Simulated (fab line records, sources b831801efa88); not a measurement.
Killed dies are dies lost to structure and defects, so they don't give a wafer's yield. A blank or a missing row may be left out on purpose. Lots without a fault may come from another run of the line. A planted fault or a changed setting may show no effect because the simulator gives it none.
Which tool did it? | flow sky130 | 12 lots, 36 wafers sampled, at 3 steps of a route of 708

WHAT THE GAUGES READ, wafer by wafer
SKY_SD_N_RS_MEAS_18: measures by four-point-probe. Usual: RES_XHIGH_RS 333.7 ohm/sq, standard deviation 1.3.
lot  | measured     | on            | RES_XHIGH_RS (ohm/sq) | flag
L560 | day 28 02:14 | film_metro-02 | 333.8 333.5 333.7     |
L561 | day 28 14:23 | film_metro-01 | 335.8 334.3 335.5     |
L562 | day 28 23:25 | film_metro-02 | 333.1 334.0 333.9     |
L564 | day 30 00:49 | film_metro-04 | 333.5 335.9 333.9     |
L567 | day 30 22:32 | film_metro-02 | 332.8 333.0 332.0     |
L570 | day 31 22:10 | film_metro-01 | 332.9 332.6 332.8     |
L571 | day 32 03:25 | film_metro-04 | 333.8 332.9 331.8     |
L572 | day 32 12:10 | film_metro-04 | 332.7 333.5 333.8     |
L576 | day 33 17:53 | film_metro-02 | 334.9 334.9 333.4     |
L580 | day 35 00:31 | film_metro-01 | 331.5 333.1 332.9     |
L581 | day 35 06:52 | film_metro-04 | 335.1 335.3 335.3     |
L582 | day 35 13:51 | film_metro-04 | 334.8 335.7 334.0     |

SKY_CONTACT_RS_MEAS_25: measures by four-point-probe. Usual: CONTACT_W_RS 0.335 ohm/sq, standard deviation 0.0043.
lot  | measured     | on            | CONTACT_W_RS (ohm/sq) | flag
L560 | day 31 19:46 | film_metro-03 | 0.343 0.340 0.337     |
L561 | day 32 06:42 | film_metro-02 | 0.330 0.336 0.332     |
L562 | day 32 15:38 | film_metro-03 | 0.335 0.330 0.334     |
L564 | day 33 16:11 | film_metro-04 | 0.342 0.343 0.337     |
L567 | day 34 11:34 | film_metro-03 | 0.334 0.343 0.334     |
L570 | day 35 11:59 | film_metro-03 | 0.334 0.337 0.339     |
L571 | day 35 17:01 | film_metro-04 | 0.337 0.334 0.336     |
L572 | day 36 00:35 | film_metro-02 | 0.327 0.335 0.335     |
L576 | day 37 04:50 | film_metro-04 | 0.329 0.332 0.337     |
L580 | day 38 10:33 | film_metro-04 | 0.328 0.330 0.331     |
L581 | day 38 18:07 | film_metro-03 | 0.336 0.329 0.332     |
L582 | day 38 23:31 | film_metro-02 | 0.334 0.334 0.333     |

WHICH TOOL RAN EACH LOT (tool, then ch and the chambers of the sampled wafers, then the start)
lot  | SKY_CONTACT_CMP_04
L560 | cmp-01 ch 1,2,3, day 30 14:13
L561 | cmp-01 ch 0,2, day 31 01:58
L562 | cmp-01 ch 1,3, day 31 10:45
L564 | cmp-02 ch 1,2, day 32 11:55
L567 | cmp-02 ch 1,3, day 33 08:11
L570 | cmp-01 ch 0,2, day 34 07:58
L571 | cmp-02 ch 0,2,3, day 34 12:21
L572 | cmp-02 ch 1,2, day 34 20:37
L576 | cmp-02 ch 1,2,3, day 36 01:32
L580 | cmp-02 ch 1,2,3, day 37 07:32
L581 | cmp-01 ch 1,2,3, day 37 14:53
L582 | cmp-01 ch 1,2,3, day 37 20:43
- SKY_CONTACT_CMP_04: polishes SiO2.

WHAT THE TOOLS THEMSELVES READ (means of the sampled wafers that have a number; where no wafer has one, the mark that the record gives instead)
SKY_CONTACT_CMP_04. Usual: edge_zone_pressure_frac 1.000, standard deviation 0.0048; motor_current_A 12.1 A, standard deviation 1; retaining_ring_pressure_frac 1.001, standard deviation 0.0053; time_to_endpoint_s 81 s, standard deviation 4.5.
lot  | tool   | edge_zone_pressure_frac | motor_current_A (A) | retaining_ring_pressure_frac | time_to_endpoint_s (s) | flag
L560 | cmp-01 | 0.999                   | 13.0                | 1.005                        | 80                     |
L561 | cmp-01 | 0.998                   | 13.0                | 1.002                        | 82                     |
L562 | cmp-01 | 0.998                   | 13.3                | 1.000                        | 79                     |
L564 | cmp-02 | 1.001                   | 11.3                | 0.999                        | 82                     |
L567 | cmp-02 | 0.998                   | 11.6                | 1.000                        | 86                     |
L570 | cmp-01 | 1.000                   | 13.0                | 0.996                        | 77                     |
L571 | cmp-02 | 1.003                   | 11.4                | 0.999                        | 85                     |
L572 | cmp-02 | 1.000                   | 11.2                | 1.000                        | 80                     |
L576 | cmp-02 | 1.000                   | 11.5                | 1.003                        | 83                     |
L580 | cmp-02 | 1.002                   | 11.5                | 1.002                        | 79                     |
L581 | cmp-01 | 1.000                   | 13.5                | 0.997                        | 76                     |
L582 | cmp-01 | 1.003                   | 13.5                | 0.999                        | 77                     |

THE ANSWER, worked out from the rows above alone
Rule: a lot is off if the mean of its wafers that have a number lies more than 3 standard deviations from the usual mean. A lot without any number at a reading at which 4 lots or more have one is off too. The other lots that the step has rows for count as sound. The gauges are gone through in route order, then the tools' own readings, and for those a lot's mean is taken as printed above. The first step at which some lot is off is used, and at that step the reading that is off furthest; a lot without a number counts as furthest.
No lot is off at any reading shown: from this, nothing can be told.

WHAT THE SIMULATOR HAD PUT IN
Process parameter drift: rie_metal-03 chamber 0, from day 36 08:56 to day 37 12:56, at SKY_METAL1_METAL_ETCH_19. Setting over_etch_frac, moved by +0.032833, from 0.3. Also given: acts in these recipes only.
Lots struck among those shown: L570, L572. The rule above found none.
